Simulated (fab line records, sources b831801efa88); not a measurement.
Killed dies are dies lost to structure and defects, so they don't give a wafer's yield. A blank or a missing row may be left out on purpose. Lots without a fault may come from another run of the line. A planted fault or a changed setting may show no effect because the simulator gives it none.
fab line records | flow sky130
record lots=5 wafers=15 last_day=50
route steps=708 shown METAL1@448 VIA1@458 METAL2@483
lots that met no fault: from a run of the same line without faults
start_h: hours from the record's first day to the start of the lot's first wafer shown | wait_h: hours since the lot's step before | " the same as in the row above | L1.1+2: a row that stands for several wafers | - no value, or no start given | * or withheld: withheld | < > ~ a bound
route shown NAME@n: a module of which the file shows steps, and the number in the route of the first | usual: mean/standard deviation of fault-free wafers | same: alike in all rows | chamber/n: place in a boat | sites: the reading at each site | _std_site: their standard deviation | _edge_site: outer sites' mean less inner sites' | radius_mm: how far each site lies from the wafer's centre | mask NAME#n: copy n | behind: the tool/chamber that last shaped the wafer | hold: why the lot was held/for how many hours/how that ended | device: the transistor (n, p or np) that didn't switch | end of line: the same wafers' tests at the end of the route | a step without rows: its recipe alone | killed: dies lost to structure and defects at the first sort, not the wafer's yield | map: a wafer's dies, x killed, . not, _ none there
set.NAME: the setting as run; set.NAME@STEP: as run at that earlier step | model.NAME: the simulator's own value behind a step, which no gauge read
lots at some steps of the route; a table a step, a row a wafer
services: from which hour (start_h, from the record's first day; less than 0 if before it) a tool's chamber was out of use, for how many hours, and why
## steps
# step SKY_METAL1_DEVELOP_14
# recipe develop_time_s=60 resist=KrF-thick dev_temp_c=21
# step SKY_METAL1_CD_MEAS_15
# recipe target_cd_nm=140
# usual cd_nm=139.9/1.6
# columns lot.wafer tool chamber start_h wait_h cd_nm
L330.2 cd_sem-02 - 799.08 - 139.1
L330.4 " - " " 139.6
L330.5 " - " " 139.3
L335.2 cd_sem-02 - 832.31 - 142.0
L335.3 " - " " 142.4
L335.6 " - " " 142.2
L336.1 cd_sem-02 - 844.17 - 140.8
L336.3 " - " " 141.2
L336.6 " - " " 141.4
L348.2 cd_sem-02 - 928.79 - 136.7
L348.4 " - " " 135.7
L348.6 " - " " 136.4
L346.2 cd_sem-02 - 931.24 - 138.3
L346.3 " - " " 138.9
L346.6 " - " " 137.7
# step SKY_METAL1_OVL_MEAS_16
# usual METAL1_OVL=2/5.2
# columns lot.wafer tool chamber start_h wait_h METAL1_OVL[nm]
L330.2 overlay-02 - 799.19 0.1 2
L330.4 " - " " -1
L330.5 " - " " -1
L335.2 overlay-01 - 832.42 0.1 3
L335.3 " - " " 2
L335.6 " - " " 1
L336.1 overlay-01 - 844.29 0.1 -11
L336.3 " - " " -5
L336.6 " - " " -3
L348.2 overlay-02 - 928.90 0.1 9
L348.4 " - " " -1
L348.6 " - " " 5
L346.2 overlay-01 - 931.35 0.1 6
L346.3 " - " " 0
L346.6 " - " " -5
# step SKY_METAL1_DESCUM_17
# recipe chemistry=O2 source_power_w=150 bias_power_w=0 pressure_mtorr=10 temp_c=40 time_s=8
# step SKY_METAL1_ETCH_18
# recipe chemistry=N2/H2 target=BARC ion_energy_ev=200 bias_w=100 pressure_mtorr=30 n2_flow_sccm=100 h2_flow_sccm=200 icp_w=500 stop_on=SiO2 time_s=45.9 target_depth_a=600
# step SKY_METAL1_METAL_ETCH_19
# recipe target_depth_a=3600 stop_on=SiO2 over_etch_frac=0.3 time_s=78 chemistry=Cl2/BCl3 resist_sidewall_deg=88 pressure_mtorr=10 icp_w=900 bias_w=48.5 Cl2_flow_sccm=60 bcl3_flow_sccm=30
# usual drypump_motor_current_A=5.74/0.22 oes_product_au=0.854/0.0069 throttle_valve_pct=22.264/0.01
# columns lot.wafer tool chamber start_h wait_h drypump_motor_current_A oes_product_au rf_hours_counter_h throttle_valve_pct
L330.2 rie_metal-01 0 799.44 0.1 5.70 0.861 - 22.258
L330.4 " 0 " " 5.68 0.853 - 22.258
L330.5 " 0 " " 5.73 0.857 - 22.262
L335.2 rie_metal-01 1 832.67 0.1 5.77 0.862 - 22.259
L335.3 " 1 " " 5.76 0.854 - 22.254
L335.6 " 1 " " 5.77 0.857 - 22.262
L336.1 rie_metal-03 1 844.42 0.0 5.78 0.855 14 22.258
L336.3 " 1 " " 5.79 0.851 - 22.271
L336.6 " 0 " " 5.42 0.839 - 22.255
L348.2 rie_metal-01 1 929.02 0.0 5.76 0.848 6 22.269
L348.4 " 1 " " 5.75 0.851 - 22.259
L348.6 " 1 " " 5.75 0.853 - 22.257
L346.2 rie_metal-01 1 931.47 0.0 5.72 0.859 6 22.274
L346.3 " 0 " " 5.70 0.850 - 22.257
L346.6 " 1 " " 5.74 0.859 - 22.254
# step SKY_METAL1_STRIP_20
# recipe chemistry=O2/N2 power_w=1400 pressure_mtorr=1500 platen_temp_c=withheld o2_flow_sccm=3000 n2_flow_sccm=300 overash_fraction=0.5
# usual drypump_motor_current_A=5.7/0.53 oes_product_au=0.343/0.005 strip_time_to_endpoint_s=2.70/0.032
# columns lot.wafer tool chamber start_h wait_h drypump_motor_current_A oes_product_au rf_hours_counter_h strip_time_to_endpoint_s
L330.2 plasma_asher-04 1 799.59 0.1 5.4 0.344 97 2.71
L330.4 " 1 " " 5.4 0.335 - 2.70
L330.5 " 1 " " 5.4 0.343 - 2.71
L335.2 plasma_asher-02 1 832.82 0.1 5.8 0.343 9 2.64
L335.3 " 0 " " 5.7 0.336 - 2.65
L335.6 " 0 " " 5.7 0.342 - 2.64
L336.1 plasma_asher-04 1 844.51 0.1 5.4 0.342 102 2.68
L336.3 " 0 " " 6.6 0.338 - 2.66
L336.6 " 0 " " 6.6 0.346 - 2.70
L348.2 plasma_asher-04 0 929.11 0.1 6.6 0.334 111 2.69
L348.4 " 0 " " 6.6 0.345 - 2.71
L348.6 " 0 " " 6.6 0.340 - 2.73
L346.2 plasma_asher-01 0 931.56 0.1 5.7 0.342 50 2.69
L346.3 " 1 " " 5.0 0.336 - 2.68
L346.6 " 1 " " 5.0 0.339 - 2.66
# step SKY_METAL1_STRIP_21
# recipe chemistry=post_etch_residue_remover time_s=1200 temp_c=72.5
# step SKY_METAL1_CLEAN_22
# recipe chemistry=IPA time_s=180 temp_c=25
# step SKY_METAL1_CLEAN_23
# recipe chemistry=O3/DIW dry=n2_spin
# step SKY_VIA1_HDPCVD_00
# recipe material=SiO2 target_thk_nm=1030 sigma_open_frac=0.3 time_s=171.7 temp_c=400 sih4_flow_sccm=60 pressure_mtorr=6
# step SKY_VIA1_THK_MEAS_01
# recipe reads=SiO2_of_VIA1_HDPCVD_00
# usual VIA1_HDPCVD_THK=1027/12
# columns lot.wafer tool chamber start_h wait_h VIA1_HDPCVD_THK[nm]
L330.2 film_metro-01 - 800.30 0.1 1019
L330.4 " - " " 1019
L330.5 " - " " 1001
L335.2 film_metro-03 - 833.53 0.1 1034
L335.3 " - " " 1038
L335.6 " - " " 1030
L336.1 film_metro-02 - 845.65 0.1 1037
L336.3 " - " " 1042
L336.6 " - " " 1039
L348.2 film_metro-01 - 929.86 0.1 1047
L348.4 " - " " 1035
L348.6 " - " " 1031
L346.2 film_metro-02 - 932.31 0.1 1049
L346.3 " - " " 1045
L346.6 " - " " 1039
# step SKY_VIA1_CMP_02
# recipe material=SiO2 down_force_psi=4 platen_rpm=60 pad_velocity_m_s=0.94248
# usual motor_current_A=12.1/1.8 slurry_filter_dp_kPa=13.50/0.14
# columns lot.wafer tool chamber start_h wait_h motor_current_A slurry_filter_dp_kPa model.SiO2_of_VIA1_HDPCVD_00.thk_nm
L330.4 cmp-01 3 800.45 0.1 12.6 13.41 342
L330.2 " 0 " " 13.3 13.49 343.7
L330.5 " 1 " " 11.7 13.53 344.2
L335.3 cmp-01 1 833.63 0.1 11.5 13.61 344.2
L335.2 " 3 " " 12.4 13.25 346
L335.6 " 0 " " 13.4 13.52 345.3
L336.3 cmp-01 3 845.71 0.0 13.5 13.34 343.7
L336.1 " 1 " " 11.5 13.53 379
L336.6 " 0 " " 13.3 13.22 345.4
L348.4 cmp-02 2 929.96 0.1 12.3 13.40 345.9
L348.2 " 3 " " 15.8 13.47 347.2
L348.6 " 1 " " 9.2 13.63 347.8
L346.2 cmp-02 0 932.36 0.0 10.4 13.61 346.8
L346.3 " 1 " " 10.0 13.55 345.8
L346.6 " 1 " " 9.0 13.28 346.3
# step SKY_VIA1_BOW_MEAS_03
# recipe mode=bow
# usual VIA1_BOW=80/7.6
# columns lot.wafer tool chamber start_h wait_h VIA1_BOW[um]
L330.2 film_metro-03 - 800.67 0.1 79
L330.4 " - " " 87
L330.5 " - " " 74
L335.2 film_metro-03 - 833.90 0.1 67
L335.3 " - " " 66
L335.6 " - " " 76
L336.1 film_metro-02 - 846.01 0.1 91
L336.3 " - " " 74
L336.6 " - " " 74
L348.2 film_metro-01 - 930.23 0.2 81
L348.4 " - " " 74
L348.6 " - " " 77
L346.2 film_metro-02 - 932.68 0.3 63
L346.3 " - " " 86
L346.6 " - " " 66
# step SKY_VIA1_DEHYDRATE_04
# recipe temp_c=200 time_s=60
# step SKY_VIA1_HMDS_05
# recipe prime_time_s=60 prime_temp_c=120
# step SKY_VIA1_COAT_06
# recipe resist=BARC temp_c=withheld time_s=withheld spin_rpm=3000 resist_thk_nm=60
# step SKY_VIA1_COAT_07
# recipe resist=KrF-thick spin_rpm=3000 resist_thk_nm=450
# step SKY_VIA1_SOFTBAKE_08
# recipe temp_c=100 time_s=90 resist=KrF-thick
# step SKY_VIA1_EXPOSE_09
# recipe mask_id=VIM na=0.8 source_shape=annular sigma_inner=0.55 sigma_outer=0.85 target_cd_nm=150 dose_mj=38
# step SKY_VIA1_PEB_10
# recipe peb_temp_c=withheld peb_time_s=withheld resist=KrF-thick
# step SKY_VIA1_DEVELOP_11
# recipe develop_time_s=60 resist=KrF-thick dev_temp_c=21
# step SKY_VIA1_CD_MEAS_12
# recipe target_cd_nm=150
# usual cd_nm=149.6/1.4
# columns lot.wafer tool chamber start_h wait_h cd_nm
L330.2 cd_sem-02 - 827.07 - 151.6
L330.4 " - " " 151.7
L330.5 " - " " 152.3
L335.2 cd_sem-02 - 859.77 - 150.8
L335.3 " - " " 149.6
L335.6 " - " " 150.7
L336.1 cd_sem-02 - 871.61 - 149.7
L336.3 " - " " 149.0
L336.6 " - " " 148.8
L348.2 cd_sem-01 - 955.22 - 149.7
L348.4 " - " " 150.4
L348.6 " - " " 147.9
L346.2 cd_sem-02 - 957.48 - 148.4
L346.3 " - " " 149.7
L346.6 " - " " 150.2
# step SKY_VIA1_OVL_MEAS_13
# usual VIA1_OVL=3/5.9
# columns lot.wafer tool chamber start_h wait_h VIA1_OVL[nm]
L330.2 overlay-01 - 827.18 0.1 9
L330.4 " - " " 4
L330.5 " - " " 4
L335.2 overlay-01 - 859.88 0.1 8
L335.3 " - " " 5
L335.6 " - " " 7
L336.1 overlay-02 - 871.73 0.1 11
L336.3 " - " " 7
L336.6 " - " " 5
L348.2 overlay-02 - 955.33 0.1 2
L348.4 " - " " -6
L348.6 " - " " -9
L346.2 overlay-02 - 957.59 0.1 8
L346.3 " - " " 0
L346.6 " - " " 9
# step SKY_VIA1_ETCH_14
# recipe chemistry=N2/H2 target=BARC ion_energy_ev=200 source_w=500 bias_w=100 pressure_mtorr=30 n2_flow_sccm=100 h2_flow_sccm=200 stop_on=SiO2 time_s=45.9 target_depth_a=600
# usual drypump_motor_current_A=5.6/0.46 h2_flow_sccm=200.0/0.65 oes_product_au=0.855/0.0047 throttle_valve_pct=13.225/0.0096
# columns lot.wafer tool chamber start_h wait_h drypump_motor_current_A h2_flow_sccm oes_product_au rf_hours_counter_h throttle_valve_pct
L330.2 rie_diel-04 2 827.21 0.0 5.2 199.9 0.849 5 13.214
L330.4 " 1 " " 5.3 200.3 0.854 7 13.246
L330.5 " 3 " " 5.3 199.6 0.851 - 13.232
L335.2 rie_diel-04 1 859.91 0.0 5.4 200.6 0.859 8 13.229
L335.3 " 3 " " 5.3 200.7 0.848 17 13.211
L335.6 " 2 " " 5.2 199.5 0.854 - 13.213
L336.1 rie_diel-02 1 871.77 0.0 5.2 200.0 0.858 5 13.229
L336.3 " 0 " " 5.0 200.4 0.854 7 13.228
L336.6 " 2 " " 6.2 200.1 0.854 - 13.227
L348.2 rie_diel-02 1 955.36 0.0 5.2 199.3 0.860 7 13.242
L348.4 " 2 " " 6.2 200.4 0.862 11 13.239
L348.6 " 1 " " 5.2 199.8 0.861 - 13.223
L346.2 rie_diel-04 1 957.62 0.0 5.4 200.5 0.848 11 13.227
L346.3 " 2 " " 5.2 199.6 0.848 8 13.220
L346.6 " 0 " " 6.0 198.9 0.849 - 13.230
# step SKY_VIA1_ETCH_15
# recipe target=SiO2 chemistry=C4F8/O2/Ar target_depth_nm=351 stop_on=TiN mask_material=KrF-thick source_w=1500 bias_w=1200 pressure_mtorr=40 c4f8_flow_sccm=withheld O2_flow_sccm=6 Ar_flow_sccm=300 time_s=54
# usual oes_product_au=0.983/0.0067
# columns lot.wafer tool chamber start_h wait_h oes_product_au rf_hours_counter_h model.etch.depth_nm model.VIA1.feature_depth_nm
L330.2 rie_diel-04 2 827.25 0.0 0.989 5 343.7 343.7
L330.4 " 1 " " 0.968 7 342 342
L330.5 " 3 " " 0.978 - 344.2 344.2
L335.2 rie_diel-04 1 859.95 0.0 0.976 8 346 346
L335.3 " 3 " " 0.983 17 344.2 344.2
L335.6 " 2 " " 0.987 - 345.3 345.3
L336.1 rie_diel-02 1 871.81 0.0 1.026 5 363.8 363.8
L336.3 " 0 " " 0.973 7 343.7 343.7
L336.6 " 2 " " 0.987 - 345.4 345.4
L348.2 rie_diel-02 1 955.40 0.0 0.994 7 347.2 347.2
L348.4 " 2 " " 0.985 11 345.9 345.9
L348.6 " 1 " " 0.985 - 347.8 347.8
L346.2 rie_diel-04 1 957.66 0.0 0.985 11 342 342
L346.3 " 2 " " 0.989 8 345.8 345.8
L346.6 " 0 " " 0.983 - 346.3 346.3
# step SKY_VIA1_STRIP_16
# recipe chemistry=O2/N2 power_w=1400 pressure_mtorr=1500 platen_temp_c=withheld o2_flow_sccm=3000 n2_flow_sccm=300 overash_fraction=0.5
# step SKY_VIA1_STRIP_17
# recipe chemistry=post_etch_residue_remover time_s=1200 temp_c=72.5
# step SKY_VIA1_CLEAN_18
# recipe chemistry=IPA time_s=180 temp_c=25
# step SKY_VIA1_CLEAN_19
# recipe chemistry=O3/DIW dry=n2_spin
# step SKY_VIA1_SPUTTER_20
# recipe material=TiN target_thk_nm=20 chamber_pressure_pa=5 power_w=4000 time_s=80
# step SKY_VIA1_CVD_21
# recipe material=W target_thk_nm=270 time_s=80.902 temp_c=400 pressure_torr=40
# usual chamber_pressure_Torr=40.01/0.093 heater_power_w=900/140
# columns lot.wafer tool chamber start_h wait_h chamber_pressure_Torr heater_power_w
L330.2 cvd_w-01 1 827.95 0.0 39.96 855
L330.4 " 0 " " 40.11 1059
L330.5 " 0 " " 39.89 1084
L335.2 cvd_w-01 1 860.69 0.0 39.97 858
L335.3 " 1 " " 39.82 874
L335.6 " 0 " " 40.08 1104
L336.1 cvd_w-01 0 872.51 0.0 40.04 1092
L336.3 " 0 " " 39.97 1113
L336.6 " 0 " " 39.97 1104
L348.2 cvd_w-02 1 956.10 0.0 40.02 706
L348.4 " 0 " " 39.97 836
L348.6 " 0 " " 40.00 861
L346.2 cvd_w-01 0 958.79 0.0 40.04 1046
L346.3 " 1 " " 40.12 782
L346.6 " 0 " " 39.87 1013
# step SKY_VIA1_RS_MEAS_22
# recipe thk_meas_gauge=four-point-probe reads=W_of_VIA1_CVD_21+TiN_of_VIA1_SPUTTER_20
# usual VIA1_W_RS=0.429/0.0039
# columns lot.wafer tool chamber start_h wait_h VIA1_W_RS[ohm/sq]
L330.2 film_metro-02 - 828.06 0.1 0.429
L330.4 " - " " 0.432
L330.5 " - " " 0.428
L335.2 film_metro-01 - 860.80 0.1 0.431
L335.3 " - " " 0.430
L335.6 " - " " 0.440
L336.1 film_metro-01 - 872.60 0.1 0.429
L336.3 " - " " 0.430
L336.6 " - " " 0.429
L348.2 film_metro-02 - 956.21 0.1 0.424
L348.4 " - " " 0.427
L348.6 " - " " 0.433
L346.2 film_metro-02 - 958.91 0.1 0.436
L346.3 " - " " 0.435
L346.6 " - " " 0.433
# step SKY_VIA1_THK_MEAS_23
# recipe thk_meas_gauge=xrf reads=W_of_VIA1_CVD_21
# usual VIA1_W_THK=264.2/2.8
# columns lot.wafer tool chamber start_h wait_h VIA1_W_THK[nm]
L330.2 film_metro-02 - 828.17 0.1 263.4
L330.4 " - " " 262.3
L330.5 " - " " 265.3
L335.2 film_metro-01 - 860.91 0.1 262.0
L335.3 " - " " 262.1
L335.6 " - " " 256.2
L336.1 film_metro-01 - 872.72 0.1 262.8
L336.3 " - " " 263.1
L336.6 " - " " 263.5
L348.2 film_metro-02 - 956.32 0.1 265.3
L348.4 " - " " 267.5
L348.6 " - " " 261.8
L346.2 film_metro-02 - 959.02 0.1 259.4
L346.3 " - " " 261.3
L346.6 " - " " 262.3
# step SKY_VIA1_CMP_24
# recipe stop_on=SiO2 t_overpolish_s=15 down_force_psi=3.5 platen_rpm=60 target_thk_nm=0 pad_velocity_m_s=0.94248
# step SKY_METAL2_SPUTTER_00
# recipe material=Ti target_thk_nm=15 power_w=3000 time_s=10 chamber_pressure_pa=0.4
# step SKY_METAL2_SPUTTER_01
# recipe material=TiN target_thk_nm=20 power_w=6500 time_s=16.7 chamber_pressure_pa=0.4
# step SKY_METAL2_SPUTTER_02
# recipe material=AlCu target_thk_nm=250 power_w=10600 time_s=13.3 chamber_pressure_pa=0.4
# step SKY_METAL2_SPUTTER_03
# recipe material=Ti target_thk_nm=5 power_w=3000 time_s=3.3 chamber_pressure_pa=0.4
# step SKY_METAL2_SPUTTER_04
# recipe material=TiN target_thk_nm=70 power_w=6500 time_s=58.3 chamber_pressure_pa=0.4
# usual throttle_valve_pct=29.5/1.2
# columns lot.wafer tool chamber start_h wait_h throttle_valve_pct
L330.2 pvd_sputter-04 - 828.61 0.0 27.1
L330.4 " - " " 29.3
L330.5 " - " " 30.4
L335.2 pvd_sputter-03 - 861.35 0.0 30.1
L335.3 " - " " 29.5
L335.6 " - " " 29.6
L336.1 pvd_sputter-03 - 873.17 0.0 27.7
L336.3 " - " " 29.7
L336.6 " - " " 29.9
L348.2 pvd_sputter-02 - 956.76 0.0 30.2
L348.4 " - " " 31.8
L348.6 " - " " 30.9
L346.2 pvd_sputter-04 - 959.46 0.0 29.3
L346.3 " - " " 29.7
L346.6 " - " " 29.2
# step SKY_METAL2_RS_MEAS_05
# recipe thk_meas_gauge=four-point-probe reads=TiN_of_METAL2_SPUTTER_04+Ti_of_METAL2_SPUTTER_03+AlCu_of_METAL2_SPUTTER_02+TiN_of_METAL2_SPUTTER_01+Ti_of_METAL2_SPUTTER_00
# usual METAL2_ALCU_RS=0.1272/0.0015
# columns lot.wafer tool chamber start_h wait_h METAL2_ALCU_RS[ohm/sq]
L330.2 film_metro-02 - 828.68 0.0 0.1271
L330.4 " - " " 0.1270
L330.5 " - " " 0.1268
L335.2 film_metro-04 - 861.42 0.0 0.1259
L335.3 " - " " 0.1265
L335.6 " - " " 0.1259
L336.1 film_metro-01 - 873.22 0.0 0.1276
L336.3 " - " " 0.1272
L336.6 " - " " 0.1281
L348.2 film_metro-02 - 956.83 0.0 0.1273
L348.4 " - " " 0.1297
L348.6 " - " " 0.1262
L346.2 film_metro-04 - 959.53 0.0 0.1295
L346.3 " - " " 0.1296
L346.6 " - " " 0.1301
# step SKY_METAL2_THK_MEAS_06
# recipe thk_meas_gauge=xrf reads=AlCu_of_METAL2_SPUTTER_02
# usual METAL2_ALCU_THK=251/3.1
# columns lot.wafer tool chamber start_h wait_h METAL2_ALCU_THK[nm]
L330.2 film_metro-02 - 828.79 0.1 252
L330.4 " - " " 254
L330.5 " - " " 255
L335.2 film_metro-04 - 861.53 0.1 251
L335.3 " - " " 252
L335.6 " - " " 252
L336.1 film_metro-01 - 873.34 0.1 250
L336.3 " - " " 248
L336.6 " - " " 249
L348.2 film_metro-02 - 956.94 0.1 253
L348.4 " - " " 247
L348.6 " - " " 254
L346.2 film_metro-04 - 959.64 0.1 247
L346.3 " - " " 248
L346.6 " - " " 248
# step SKY_METAL2_METAL_ETCH_19
# recipe target_depth_a=3600 stop_on=SiO2 over_etch_frac=0.3 time_s=78 chemistry=Cl2/BCl3 resist_sidewall_deg=88 pressure_mtorr=10 icp_w=900 bias_w=48.5 Cl2_flow_sccm=60 bcl3_flow_sccm=30
# usual drypump_motor_current_A=5.71/0.23 oes_product_au=0.853/0.0062 throttle_valve_pct=22.263/0.009
# columns lot.wafer tool chamber start_h wait_h drypump_motor_current_A oes_product_au rf_hours_counter_h throttle_valve_pct model.SiO2_of_VIA1_HDPCVD_00.thk_nm
L330.2 rie_metal-03 0 855.22 0.0 5.41 0.854 13 22.261 329.6
L330.4 " 0 " " 5.40 0.854 - 22.259 327.9
L330.5 " 1 " " 5.79 0.857 - 22.260 330
L335.2 rie_metal-03 0 887.92 0.0 5.41 0.855 15 22.278 331.9
L335.3 " 1 " " 5.74 0.857 - 22.275 329.9
L335.6 " 1 " " 5.76 0.859 - 22.266 331.1
L336.1 rie_metal-04 0 899.45 0.0 6.19 0.858 12 22.252 365.3
L336.3 " 0 " " 6.20 0.854 - 22.247 329.9
L336.6 " 1 " " 5.56 0.850 - 22.252 331.4
L348.2 rie_metal-01 0 981.20 0.0 5.67 0.853 11 22.270 333.1
L348.4 " 0 " " 5.68 0.849 - 22.275 331.9
L348.6 " 1 " " 5.73 0.854 - 22.251 333.6
L346.2 rie_metal-01 1 983.21 0.0 5.72 0.852 8 22.269 332.8
L346.3 " 0 " " 5.67 0.845 - 22.277 331.9
L346.6 " 0 " " 5.65 0.839 - 22.260 332.4
## services
# columns tool chamber start_h hours kind
rie_diel-02 1 797.83 3.8 repair
pvd_sputter-04 - 803.63 4.1 repair
pvd_sputter-03 - 821.30 1.0 repair
rie_diel-02 - 826.96 4.3 pm
cmp-01 - 830.07 1.5 repair
rie_metal-01 0 831.71 6.1 repair
cmp-02 - 843.07 4.3 repair
pvd_sputter-03 - 844.45 10.9 repair
rie_diel-04 2 847.22 3.9 repair
pvd_sputter-04 - 848.05 0.5 repair
rie_metal-01 0 850.89 8.2 repair
cmp-02 - 861.57 3.0 pm
cmp-01 - 879.41 0.2 repair
rie_diel-04 2 879.70 11.7 repair
cmp-01 - 881.21 0.3 repair
cmp-01 - 891.57 0.3 repair
rie_metal-01 - 899.43 1.2 repair
rie_diel-02 2 903.09 1.9 repair
plasma_asher-04 - 903.55 5.6 repair
cvd_w-01 - 904.00 14.0 pm
cmp-01 - 923.52 2.9 repair
rie_metal-01 - 923.78 1.2 repair
rie_diel-04 3 959.72 10.0 repair
rie_metal-03 - 960.53 1.6 repair
## key
first_sign step=SKY_VIA1_ETCH_15 reading=oes_product_au direction=up sigmas=6.6 usual=0.983 struck=1.026
effect none on later readings
model_effect step=SKY_VIA1_CMP_02 value=SiO2_of_VIA1_HDPCVD_00.thk_nm without=344.5 struck=379
model_effect step=SKY_VIA1_ETCH_15 value=etch.depth_nm without=344.5 struck=363.8
model_effect step=SKY_METAL2_METAL_ETCH_19 value=SiO2_of_VIA1_HDPCVD_00.thk_nm without=330.8 struck=365.3
met_at SKY_VIA1_CMP_02
struck_wafers L336.1
onset_between 833.63 845.71
fault kind=process_parameter_drift tool=cmp-01 chamber=1 onset_h=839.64 steps=SKY_VIA1_CMP_02 channel=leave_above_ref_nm offset=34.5 shape=step end_h=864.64 acts_in=these_recipes_only stated=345
